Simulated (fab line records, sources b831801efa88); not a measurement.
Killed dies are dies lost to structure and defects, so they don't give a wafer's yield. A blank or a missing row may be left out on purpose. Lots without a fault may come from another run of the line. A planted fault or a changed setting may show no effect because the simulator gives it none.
Problem report in the 8D (eight disciplines) form, filled by code | flow sky130 | the parts of the form that need people (team, actions taken, sign-off) are left out

1. THE PROBLEM
strip_time_to_endpoint_s at SKY_METAL2_STRIP_20 reads a mean of 3.21 s on 2 wafers of 2 lots; wafers without a fault read 2.68 s with a standard deviation of 0.058. That is +9.1 standard deviations from the usual mean.
The step: strips in O2/N2.
First seen on wafer L414.6, day 41 13:43, on plasma_asher-02. The record holds 33 wafers of 11 lots with a number at this step. Rule for "out", or "out of limits": more than 4 standard deviations from the usual mean. The other wafers with a number count as sound.

2. WHAT IT IS AND WHAT IT IS NOT
question                    | is                               | is not
which readings at this step | strip_time_to_endpoint_s         | drypump_motor_current_A, n2_flow_sccm
which lots                  | L414, L416                       | L394, L397, L398, L403, L404, L405, L406, L411, L412
which wafers of those lots  | L414.6, L416.6                   | L414.1, L414.3, L416.1, L416.3
read on which tools         | plasma_asher-02, plasma_asher-04 | plasma_asher-03
when                        | from day 41 13:43                | up to then (29 sound wafers); but 2 sound wafers of L416 came after

3. SUSPECTS, AND WHAT RULES EACH OUT
Counting: a tool at a process step up to the reading stays a suspect if it ran every lot that is out. Sound lots after the first of them don't rule it out here, since some wafers of a struck lot are sound.
- rie_metal-04 at SKY_METAL2_METAL_ETCH_19 (etches the open film in Cl2/BCl3, stops on SiO2, target depth 360 nm, time 78 s): kept. It ran every lot that is out, first L414 (day 41 13:37); its last sound lot up to then is L411 (day 40 17:02).
Left after counting: rie_metal-04 at SKY_METAL2_METAL_ETCH_19.

4. THE CAUSE (what the simulator had put in)
Process parameter drift: rie_metal-04, from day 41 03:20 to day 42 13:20, at SKY_METAL2_METAL_ETCH_19. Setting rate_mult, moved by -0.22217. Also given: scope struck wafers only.
Counting left only this tool.

5. THE CHAIN OF EFFECTS, in route order
Each row: a reading whose mean over the struck wafers that have a number lies more than 3 standard deviations from the usual. Only readings for which the record gives a usual standard deviation are gone through. hours: the time from each lot's start at the first step in this table that gives one to its start at this step, as a median over the lots. sigmas: the change in usual standard deviations.
hours | step                | reading                  | usual      | on struck wafers | change | sigmas
0     | SKY_METAL2_STRIP_20 | oes_product_au           | 0.343 a.u. | 0.361            | +0.018 | +3.7
0     | SKY_METAL2_STRIP_20 | strip_time_to_endpoint_s | 2.68 s     | 3.21             | +0.53  | +9.1
The process steps in it:
- SKY_METAL2_STRIP_20: strips in O2/N2.

6. WHAT WOULD HAVE CAUGHT IT SOONER
In this record the first reading out of limits was taken at day 41 13:43, 10 hours after the fault began at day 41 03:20.
Of the tool readings at SKY_METAL2_METAL_ETCH_19 for which the record gives a usual standard deviation, none was out on any struck wafer, so an alarm limit of 4 standard deviations on them would not have fired.
Of the lots that are out (2), L416 began SKY_METAL2_METAL_ETCH_19 on rie_metal-04 after day 41 13:43. A hold on the tool at that time would have spared it.
